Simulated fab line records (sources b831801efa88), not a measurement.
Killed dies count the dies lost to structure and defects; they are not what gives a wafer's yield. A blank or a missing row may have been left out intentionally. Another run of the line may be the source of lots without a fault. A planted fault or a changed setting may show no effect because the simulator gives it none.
A lot that was struck, set against a sound lot + flow gf180mcu + 21 out of 602 route steps
Sound: these wafers, L485.1, L485.3, L485.4. Struck: wafers L496.1, L496.4, L496.5. The cause comes at the end.
Order at every step that has rows: each side's tool, ch and its chambers, its first start. Under that, the readings that differ: sound wafers + struck wafers + difference of the means + sigmas: that difference in standard deviations of wafers without a fault.
alike: same words and numbers on both sides, and readings whose means sit less than 2 such deviations apart. not compared: any withheld reading, any reading some wafer has no value for, any bound like >300 that may hide the same value, and any number with overlapping values for which the record gives no deviation.
A row with sigmas, a row that says differs or no value, or rows on one side alone: a step with any of these is where the two part. Numbers that don't overlap but have no deviation are shown without sigmas and don't part them. Lack of a reading on every wafer of one side parts them only where that side has two or more wafers.

first, 3 steps without rows for these wafers: GF_MVPSD_EXPOSE_04 (exposes mask MVPSD, target cd 1000 nm); GF_MVPSD_PEB_05; GF_MVPSD_DEVELOP_06 (develop time 60 s).
GF_MVPSD_OVL_MEAS_07:
  sound: overlay-02 at day 5 22:17; struck: overlay-01 at day 8 07:31
  alike: MVPSD_OVL
then, 2 steps without rows for these wafers: GF_MVPSD_IMPLANT_08; GF_MVPSD_IMPLANT_09.
GF_MVPSD_STRIP_10: strips in O2/N2.
  sound on plasma asher-02 ch 0,1, day 5 22:38; struck on plasma asher-02 ch 0,1, day 8 07:50
  alike: drypump motor current A, heater power w, oes product au, strip time to endpoint s
  not compared: rf hours counter h
GF_MVPSD_TW_MEAS_11:
  sound: film metro-04 at day 5 22:44; struck: film metro-01 at day 8 07:56
| reading  | sound       | struck      | difference | sigmas |
|----------|-------------|-------------|------------|--------|
| MVPSD_TW | 563 566 565 | 547 545 547 | -18        | -3     |
then, 4 steps without rows for these wafers: GF_VT_IMPLANT_DEHYDRATE_00 (time 60 s); GF_VT_IMPLANT_HMDS_01 (prime time 60 s); GF_VT_IMPLANT_COAT_02 (resist thk 1000 nm); GF_VT_IMPLANT_SOFTBAKE_03 (time 60 s).
GF_VT_IMPLANT_EXPOSE_04: exposes mask LVPWELL LV AREA, target cd 600 nm.
  sound on iline stepper-01 ch 0, day 6 05:13; struck on iline stepper-02 ch 0, day 8 16:38
| reading | sound                                                 | struck                  | difference | sigmas |
|---------|-------------------------------------------------------|-------------------------|------------|--------|
| mask    | LVPWELL_LV_AREA#0 LVPWELL_LV_AREA#0 LVPWELL_LV_AREA#0 | MVPSD#0 MVPSD#0 MVPSD#0 | differs    |        |
then, 2 steps without rows for these wafers: GF_VT_IMPLANT_PEB_05; GF_VT_IMPLANT_DEVELOP_06 (develop time 60 s).
GF_VT_IMPLANT_OVL_MEAS_07:
  sound: overlay-02 at day 6 13:46; struck: overlay-02 at day 9 01:07
| reading             | sound        | struck | difference                    | sigmas |
|---------------------|--------------|--------|-------------------------------|--------|
| VT_IMPLANT_OVL (nm) | -0.9 0.8 0.0 | - - -  | no value on the struck wafers |        |
after that, 1 step had no rows for these wafers: GF_VT_IMPLANT_IMPLANT_08.
GF_VT_IMPLANT_STRIP_09: strips in O2/N2.
  sound on plasma asher-04 ch 0,1, day 6 13:57; struck on plasma asher-01 ch 0,1, day 9 01:17
  alike: drypump motor current A, heater power w, oes product au, strip time to endpoint s
  not compared: rf hours counter h
GF_VT_IMPLANT_TW_MEAS_10:
  sound: film metro-04 at day 6 14:03; struck: film metro-03 at day 9 01:23
| reading       | sound       | struck   | difference | sigmas      |
|---------------|-------------|----------|------------|-------------|
| VT_IMPLANT_TW | 568 566 570 | 30 30 30 | -538       | -99 or more |
then, 1 step without rows for these wafers: GF_VT_IMPLANT_DEHYDRATE_11 (time 60 s).
-- the record jumps here: 24 days lie between the struck wafers' starts before and after (it left off in module VT_IMPLANT and takes up again in module PASSIVATION, whose first step shown is number 602 of the route) --
GF_PASSIVATION_PROBE_99:
  record: rows for the struck wafers here (prober-02, day 32 17:04), none for the sound ones

== WHERE THEY PART ==
At GF_MVPSD_TW_MEAS_11 first; at GF_PASSIVATION_PROBE_99 last (within this record only).

WHY: what the simulator had put in
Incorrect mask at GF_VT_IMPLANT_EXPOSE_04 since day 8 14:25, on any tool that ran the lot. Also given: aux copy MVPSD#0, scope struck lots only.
